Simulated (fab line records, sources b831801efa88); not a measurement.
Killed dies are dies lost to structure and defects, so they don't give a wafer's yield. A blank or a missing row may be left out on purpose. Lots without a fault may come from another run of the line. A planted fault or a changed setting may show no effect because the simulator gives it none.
Which tool did it? | flow sky130 | 13 lots, 39 wafers sampled, at 5 steps of a route of 708

WHAT THE GAUGES READ, wafer by wafer
SKY_LOCAL_INTERCONNECT_THK_MEAS_02: measures by xrf. Usual: LOCAL_INTERCONNECT_TIN_THK 101.5 nm, standard deviation 1.5.
lot  | measured     | on            | LOCAL_INTERCONNECT_TIN_THK (nm) | flag
L485 | day 30 12:19 | film_metro-04 | 101.3 101.8 102.2               |
L487 | day 31 04:22 | film_metro-04 | 102.5 101.4 101.9               |
L488 | day 31 07:38 | film_metro-02 | 101.7 101.1 101.9               |
L489 | day 31 14:26 | film_metro-04 | 102.2 102.1 102.8               |
L491 | day 32 10:53 | film_metro-04 | 100.1 100.0 100.4               |
L490 | day 32 12:22 | film_metro-04 | 102.9 101.8 101.8               |
L494 | day 33 07:02 | film_metro-04 | 102.3 102.8 102.2               |
L498 | day 34 14:18 | film_metro-01 | 100.8 98.8 100.4                |
L499 | day 34 22:45 | film_metro-02 | 101.5 100.7 101.0               |
L501 | day 35 08:40 | film_metro-01 | 103.6 103.0 103.8               |
L503 | day 35 20:34 | film_metro-04 | 98.0 100.3 99.4                 |
L504 | day 36 08:41 | film_metro-01 | 102.4 103.1 103.4               |
L505 | day 36 17:14 | film_metro-02 | 101.5 100.7 102.1               |

SKY_VIA1_THK_MEAS_01. Usual: VIA1_HDPCVD_THK 1027 nm, standard deviation 16.
lot  | measured     | on            | VIA1_HDPCVD_THK (nm) | flag
L485 | day 34 00:55 | film_metro-02 | 1032 1065 1011       |
L487 | day 34 16:10 | film_metro-01 | 1028 1016 1029       |
L488 | day 34 19:28 | film_metro-03 | 1037 1021 1032       |
L489 | day 35 03:44 | film_metro-03 | 1045 1007 1034       |
L491 | day 35 22:43 | film_metro-01 | 1062 1022 1025       |
L490 | day 36 01:13 | film_metro-01 | 1034 1043 1039       |
L494 | day 36 19:11 | film_metro-02 | 1031 1023 1013       |
L498 | day 38 02:44 | film_metro-02 | 1024 1042 1010       |
L499 | day 38 10:10 | film_metro-02 | 1022 1027 1024       |
L501 | day 38 19:37 | film_metro-03 | 1002 1006 1006       |
L503 | day 39 06:23 | film_metro-03 | 1015 1017 1027       |
L504 | day 39 18:02 | film_metro-01 | 1020 1020 1029       |
L505 | day 40 02:13 | film_metro-03 | 1005 1038 1065       |

SKY_VIA1_CD_MEAS_12: target cd 150 nm. Usual: cd_nm 150.2 nm, standard deviation 1.6.
lot  | measured     | on        | cd_nm (nm)        | flag
L485 | day 35 03:48 | cd_sem-01 | 147.9 149.4 149.8 |
L487 | day 35 19:58 | cd_sem-01 | 151.4 150.2 152.1 |
L488 | day 35 22:11 | cd_sem-01 | 150.5 149.7 150.8 |
L489 | day 36 06:52 | cd_sem-02 | 148.3 148.7 148.3 |
L491 | day 37 02:26 | cd_sem-01 | 149.4 146.4 147.8 |
L490 | day 37 04:22 | cd_sem-02 | 147.4 146.7 146.3 |
L494 | day 37 21:08 | cd_sem-02 | 152.4 152.4 150.9 |
L498 | day 39 03:37 | cd_sem-01 | 149.7 150.8 150.1 |
L499 | day 39 11:13 | cd_sem-02 | 151.4 152.0 151.5 |
L501 | day 39 21:31 | cd_sem-02 | 150.3 149.1 151.2 |
L503 | day 40 08:21 | cd_sem-02 | 151.1 150.3 151.0 |
L504 | day 40 19:20 | cd_sem-02 | 147.9 149.9 150.0 |
L505 | day 41 03:14 | cd_sem-02 | 149.6 148.4 147.0 |

WHICH TOOL RAN EACH LOT (tool, then ch and the chambers of the sampled wafers, then the start)
lot  | SKY_SD_N_IMPLANT_09             | SKY_SD_N_STRIP_11
L485 | implanter-03 ch 0, day 29 05:04 | plasma_asher-04 ch 0,1, day 29 05:21
L487 | implanter-01 ch 0, day 29 22:52 | plasma_asher-01 ch 0,1, day 29 23:10
L488 | implanter-04 ch 0, day 30 01:14 | plasma_asher-01 ch 0,1, day 30 01:31
L489 | implanter-03 ch 0, day 30 08:28 | plasma_asher-04 ch 0,1, day 30 08:46
L491 | implanter-04 ch 0, day 31 05:09 | plasma_asher-03 ch 0, day 31 05:25
L490 | implanter-03 ch 0, day 31 06:23 | plasma_asher-03 ch 0,1, day 31 06:41
L494 | implanter-04 ch 0, day 32 01:22 | plasma_asher-03 ch 0,1, day 32 01:40
L498 | implanter-03 ch 0, day 33 08:37 | plasma_asher-04 ch 0,1, day 33 08:55
L499 | implanter-03 ch 0, day 33 16:55 | plasma_asher-04 ch 0,1, day 33 17:13
L501 | implanter-01 ch 0, day 34 02:58 | plasma_asher-01 ch 0,1, day 34 03:16
L503 | implanter-01 ch 0, day 34 14:38 | plasma_asher-03 ch 0, day 34 14:55
L504 | implanter-01 ch 0, day 35 02:45 | plasma_asher-04 ch 1, day 35 03:01
L505 | implanter-04 ch 0, day 35 11:55 | plasma_asher-01 ch 0,1, day 35 12:13
- SKY_SD_N_IMPLANT_09
- SKY_SD_N_STRIP_11: strips in O2/N2.

WHAT THE TOOLS THEMSELVES READ (means of the sampled wafers that have a number; where no wafer has one, the mark that the record gives instead)
SKY_SD_N_STRIP_11. Usual: drypump_motor_current_A 5.8 A, standard deviation 0.63; oes_product_au 0.528 a.u., standard deviation 0.0048; strip_time_to_endpoint_s 22.58 s, standard deviation 0.04.
lot  | tool            | drypump_motor_current_A (A) | oes_product_au (a.u.) | strip_time_to_endpoint_s (s) | flag
L485 | plasma_asher-04 | 6.5                         | 0.529                 | 22.53                        |
L487 | plasma_asher-01 | 5.1                         | 0.528                 | 22.56                        |
L488 | plasma_asher-01 | 5.1                         | 0.526                 | 22.61                        |
L489 | plasma_asher-04 | 6.5                         | 0.527                 | 22.63                        |
L491 | plasma_asher-03 | 5.0                         | 0.526                 | 22.58                        |
L490 | plasma_asher-03 | 5.2                         | 0.523                 | 22.61                        |
L494 | plasma_asher-03 | 5.2                         | 0.530                 | 22.56                        |
L498 | plasma_asher-04 | 6.3                         | 0.534                 | 22.43                        | OFF
L499 | plasma_asher-04 | 6.5                         | 0.530                 | 22.45                        | OFF
L501 | plasma_asher-01 | 5.1                         | 0.529                 | 22.57                        |
L503 | plasma_asher-03 | 5.1                         | 0.525                 | 22.53                        |
L504 | plasma_asher-04 | 6.1                         | 0.529                 | 22.56                        |
L505 | plasma_asher-01 | 5.3                         | 0.523                 | 22.54                        |

THE ANSWER, worked out from the rows above alone
Rule: a lot is off if the mean of its wafers that have a number lies more than 3 standard deviations from the usual mean. A lot without any number at a reading at which 4 lots or more have one is off too. The other lots that the step has rows for count as sound. The gauges are gone through in route order, then the tools' own readings, and for those a lot's mean is taken as printed above. The first step at which some lot is off is used, and at that step the reading that is off furthest; a lot without a number counts as furthest.
Off: L498, L499, at SKY_SD_N_STRIP_11 (strip_time_to_endpoint_s).
A tool fits if, at that step or a process step before it, it ran every lot that is off, and no sound lot after the first of them. One fits: implanter-03 at SKY_SD_N_IMPLANT_09. Its last sound lot is L490 (day 31 06:23), its first lot that is off L498 (day 33 08:37): a fault that began between those two fits.

WHAT THE SIMULATOR HAD PUT IN
Process parameter drift: implanter-03, from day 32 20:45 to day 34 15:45, at SKY_SD_N_IMPLANT_09. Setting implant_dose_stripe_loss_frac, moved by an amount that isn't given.
Lots struck among those shown: L498, L499. The rule above found the same.
